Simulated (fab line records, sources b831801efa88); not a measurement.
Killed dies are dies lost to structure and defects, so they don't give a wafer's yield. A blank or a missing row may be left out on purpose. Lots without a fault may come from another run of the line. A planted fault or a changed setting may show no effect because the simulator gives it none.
Chamber matching | flow sky130 | SKY_LI_CONTACT_ETCH_14 on rie_diel-02: 4 sister chambers
The step etches BARC in N2/H2, stops on SiO2, time 45.9 s, target depth 60 nm. 8 wafers are shown with their chamber, then 12 later ones without.

WAFERS WITH THEIR CHAMBER
wafer  | chamber | drypump_motor_current_A (A) | oes_product_au (a.u.)
L085.1 | 0       | 5.9                         | 0.858
L085.2 | 2       | 6.0                         | 0.865
L085.3 | 3       | 6.0                         | 0.857
L086.4 | 3       | 6.0                         | 0.858
L086.6 | 2       | 6.0                         | 0.855
L087.3 | 1       | 6.3                         | 0.855
L087.5 | 0       | 5.8                         | 0.859
L087.6 | 1       | 6.3                         | 0.853

WAFERS WITHOUT THEIR CHAMBER
wafer  | drypump_motor_current_A (A) | oes_product_au (a.u.)
L089.2 | 6.3                         | 0.856
L089.3 | 6.0                         | 0.861
L089.6 | 6.0                         | 0.856
L091.1 | 6.0                         | 0.861
L091.5 | 6.3                         | 0.849
L091.6 | 6.0                         | 0.860
L093.3 | 6.3                         | 0.853
L093.4 | 6.0                         | 0.847
L093.6 | 6.0                         | 0.851
L097.1 | 5.9                         | 0.849
L097.2 | 6.0                         | 0.854
L097.4 | 5.8                         | 0.852

WHICH CHAMBER EACH WENT THROUGH
wafer  | from the rows above          | in truth
L089.2 | 1                            | 1
L089.3 | can't be placed: 2 or 3      | 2
L089.6 | can't be placed: 3 or 2      | 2
L091.1 | can't be placed: 2 or 3      | 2
L091.5 | 1                            | 1
L091.6 | can't be placed: 2 or 3      | 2
L093.3 | 1                            | 1
L093.4 | can't be placed: 3 or 2      | 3
L093.6 | can't be placed: 3 or 2      | 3
L097.1 | can't be placed: 0 or 3 or 2 | 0
L097.2 | can't be placed: 3 or 2      | 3
L097.4 | 0                            | 0
Placed correctly: 4 of 12. Can't be placed from these rows: 8 (the true chamber is among the candidates in 8). Placed wrongly: 0.
How it was worked out, from the rows above alone: a wafer's distance from a chamber is the root of the sum, over the readings, of the square of ((its reading less the chamber's mean) divided by the reading's scatter). The wafer belongs to the nearest chamber; if the next one is less than 2 further off, it can't be placed. A chamber's mean is the mean of its shown wafers. The scatter: the root of (the sum of the squares of (reading less its chamber's mean) over the shown wafers, divided by (wafers less chambers)).
